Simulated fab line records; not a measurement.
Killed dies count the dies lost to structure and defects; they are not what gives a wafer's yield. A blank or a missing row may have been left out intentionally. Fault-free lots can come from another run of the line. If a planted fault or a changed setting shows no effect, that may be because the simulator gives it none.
Which of the tools did it? ; flow sky130 ; 33 wafers from 11 lots sampled at 5 of the route's 708 steps

WHAT THE GAUGES READ, wafer by wafer
No reading from a measuring or inspecting step in the record can be judged against a usual standard deviation.

EACH LOT AND THE TOOL THAT RAN IT (in order: tool; ch and the chambers of the sampled wafers; start)
lot;SKY_VIA1_SPUTTER_20;SKY_METAL2_STRIP_20;SKY_VIA2_ETCH_15;SKY_VIA2_STRIP_16;SKY_CAPM_CVD_00
L872;pvd-sputter-02, day 35 21:16;plasma-asher-03 ch 0,1, day 37 00:58;rie-diel-03 ch 0,2, day 38 03:48;plasma-asher-02 ch 0,1, day 38 03:54;pecvd-02 ch 0,1,2, day 38 05:19
L875;pvd-sputter-02, day 35 21:55;plasma-asher-02 ch 0,1, day 37 01:19;rie-diel-03 ch 0,2, day 38 04:23;plasma-asher-04 ch 0,1, day 38 04:29;pecvd-01 ch 0,1, day 38 05:54
L874;pvd-sputter-03, day 35 22:21;plasma-asher-03 ch 0,1, day 37 01:40;rie-diel-03 ch 0,2, day 38 04:52;plasma-asher-02 ch 0,1, day 38 04:56;pecvd-03 ch 0,1, day 38 06:36
L881;pvd-sputter-03, day 38 02:05;plasma-asher-01 ch 0,1, day 39 04:04;rie-diel-02 ch 0,3, day 40 06:40;plasma-asher-03 ch 0,1, day 40 06:43;pecvd-03 ch 0,1,2, day 40 08:55
L884;pvd-sputter-03, day 38 03:14;plasma-asher-01 ch 0,1, day 39 05:07;rie-diel-01 ch 1,2,3, day 40 07:19;plasma-asher-04 ch 0,1, day 40 07:25;pecvd-01 ch 1,2, day 40 09:49
L883;pvd-sputter-01, day 38 06:19;plasma-asher-01 ch 0,1, day 39 09:13;rie-diel-01 ch 0,3, day 40 11:46;plasma-asher-02 ch 1, day 40 11:50;pecvd-02 ch 0,2, day 40 14:55
L888;pvd-sputter-03, day 39 05:57;plasma-asher-01 ch 0,1, day 40 08:46;rie-diel-01 ch 1,2,3, day 41 10:11;plasma-asher-04 ch 0,1, day 41 10:15;pecvd-03 ch 1,2, day 41 11:40
L890;pvd-sputter-02, day 40 03:40;plasma-asher-03 ch 0,1, day 41 05:01;rie-diel-03 ch 0,1,3, day 42 06:02;plasma-asher-03 ch 0,1, day 42 06:05;pecvd-02 ch 0,1, day 42 07:41
L892;pvd-sputter-01, day 40 11:29;plasma-asher-02 ch 0,1, day 41 13:27;rie-diel-01 ch 2,3, day 42 14:55;plasma-asher-02 ch 0,1, day 42 15:01;pecvd-01 ch 0,1,2, day 42 16:29
L891;pvd-sputter-03, day 40 13:08;plasma-asher-03 ch 0,1, day 41 15:08;rie-diel-01 ch 0,2, day 42 16:04;plasma-asher-02 ch 0,1, day 42 16:08;pecvd-01 ch 0,2, day 42 17:47
L894;pvd-sputter-02, day 40 13:48;plasma-asher-03 ch 0,1, day 41 16:16;rie-diel-01 ch 0,2,3, day 42 17:02;plasma-asher-02 ch 0,1, day 42 17:05;pecvd-03 ch 0, day 42 18:31
- SKY_VIA1_SPUTTER_20: material TiN, target thk 20 nm, time 80 s.
- SKY_METAL2_STRIP_20: strips in O2/N2.
- SKY_VIA2_ETCH_15: etches SiO2 in C4F8/O2/Ar, stops on TiN, target depth 546 nm, time 84 s.
- SKY_VIA2_STRIP_16: strips in O2/N2.
- SKY_CAPM_CVD_00: deposits SiO2, target thk 15.5 nm.

AS READ BY THE TOOLS THEMSELVES (means over the sampled wafers that have a number; for cases with no such wafer, the mark the record gives instead)
SKY_VIA1_SPUTTER_20. Usual: chamber-pressure-pa 5.000 Pa, standard deviation 0.01; throttle-valve-pct 29.9 %, standard deviation 1.
lot;tool;chamber-pressure-pa (Pa);throttle-valve-pct (%);flag
L872;pvd-sputter-02;4.989;30.3;
L875;pvd-sputter-02;4.996;30.2;
L874;pvd-sputter-03;5.007;30.1;
L881;pvd-sputter-03;4.997;29.5;
L884;pvd-sputter-03;4.985;29.9;
L883;pvd-sputter-01;4.993;29.3;
L888;pvd-sputter-03;4.994;30.4;
L890;pvd-sputter-02;5.000;29.5;
L892;pvd-sputter-01;5.000;29.6;
L891;pvd-sputter-03;4.992;29.5;
L894;pvd-sputter-02;5.002;30.2;

SKY_METAL2_STRIP_20. Usual: drypump-motor-current-A 5.7 A, standard deviation 0.32; oes-product-au 0.342 a.u., standard deviation 0.0054; strip-time-to-endpoint-s 2.67 s, standard deviation 0.055.
lot;tool;drypump-motor-current-A (A);oes-product-au (a.u.);strip-time-to-endpoint-s (s);flag
L872;plasma-asher-03;5.8;0.344;2.64;
L875;plasma-asher-02;5.9;0.344;2.72;
L874;plasma-asher-03;5.5;0.342;2.68;
L881;plasma-asher-01;5.7;0.340;2.62;
L884;plasma-asher-01;5.7;0.343;2.70;
L883;plasma-asher-01;5.8;0.341;2.68;
L888;plasma-asher-01;5.7;0.340;2.69;
L890;plasma-asher-03;5.8;0.343;2.66;
L892;plasma-asher-02;5.9;0.344;2.74;
L891;plasma-asher-03;5.6;0.340;2.64;
L894;plasma-asher-03;5.8;0.341;2.64;

SKY_VIA2_ETCH_15. Usual: oes-product-au 0.940 a.u., standard deviation 0.0048; rf-fwd-power-W 1488 W, standard deviation 5.
lot;tool;oes-product-au (a.u.);rf-fwd-power-W (W);flag
L872;rie-diel-03;0.935;1489;
L875;rie-diel-03;0.940;1728;OFF
L874;rie-diel-03;0.939;1730;OFF
L881;rie-diel-02;0.940;1496;
L884;rie-diel-01;0.942;1485;
L883;rie-diel-01;0.938;1486;
L888;rie-diel-01;0.941;1485;
L890;rie-diel-03;0.946;1489;
L892;rie-diel-01;0.941;1487;
L891;rie-diel-01;0.944;1483;
L894;rie-diel-01;0.940;1485;

SKY_VIA2_STRIP_16. Usual: drypump-motor-current-A 5.7 A, standard deviation 0.38; oes-product-au 0.399 a.u., standard deviation 0.0047; strip-time-to-endpoint-s 4.06 s, standard deviation 0.03.
lot;tool;drypump-motor-current-A (A);oes-product-au (a.u.);strip-time-to-endpoint-s (s);flag
L872;plasma-asher-02;5.9;0.394;4.07;
L875;plasma-asher-04;5.9;0.398;3.99;
L874;plasma-asher-02;5.9;0.392;3.95;OFF
L881;plasma-asher-03;5.8;0.396;4.06;
L884;plasma-asher-04;5.7;0.401;4.05;
L883;plasma-asher-02;6.2;0.398;4.04;
L888;plasma-asher-04;5.9;0.400;4.05;
L890;plasma-asher-03;5.8;0.397;4.05;
L892;plasma-asher-02;5.6;0.396;4.06;
L891;plasma-asher-02;5.9;0.405;4.08;
L894;plasma-asher-02;5.9;0.402;4.07;

SKY_CAPM_CVD_00. Usual: heater-power-w 686 W, standard deviation 76.
lot;tool;heater-power-w (W);flag
L872;pecvd-02;773;
L875;pecvd-01;786;
L874;pecvd-03;605;
L881;pecvd-03;663;
L884;pecvd-01;691;
L883;pecvd-02;752;
L888;pecvd-03;689;
L890;pecvd-02;727;
L892;pecvd-01;689;
L891;pecvd-01;770;
L894;pecvd-03;565;

THE ANSWER, worked out from the rows above alone
Rule: lot off if the mean of its wafers having a number is beyond 3 standard deviations from the usual mean. Also off: a lot with no number at a reading for which 4 or more lots have one. The other lots that the step has rows for count as sound. Order of review: gauges by route order, followed by the tools' own readings, for which a lot's mean as printed above is used. The first step at which some lot is off is used, and at that step the reading that is off furthest; a lot without a number counts as furthest.
Off at SKY_VIA2_ETCH_15 (rf-fwd-power-W): L875, L874.
A tool fits if, at that step or a process step before it, it ran every lot that is off, and no sound lot after the first of them. None of those tried fits.

WHAT THE SIMULATOR HAD PUT IN
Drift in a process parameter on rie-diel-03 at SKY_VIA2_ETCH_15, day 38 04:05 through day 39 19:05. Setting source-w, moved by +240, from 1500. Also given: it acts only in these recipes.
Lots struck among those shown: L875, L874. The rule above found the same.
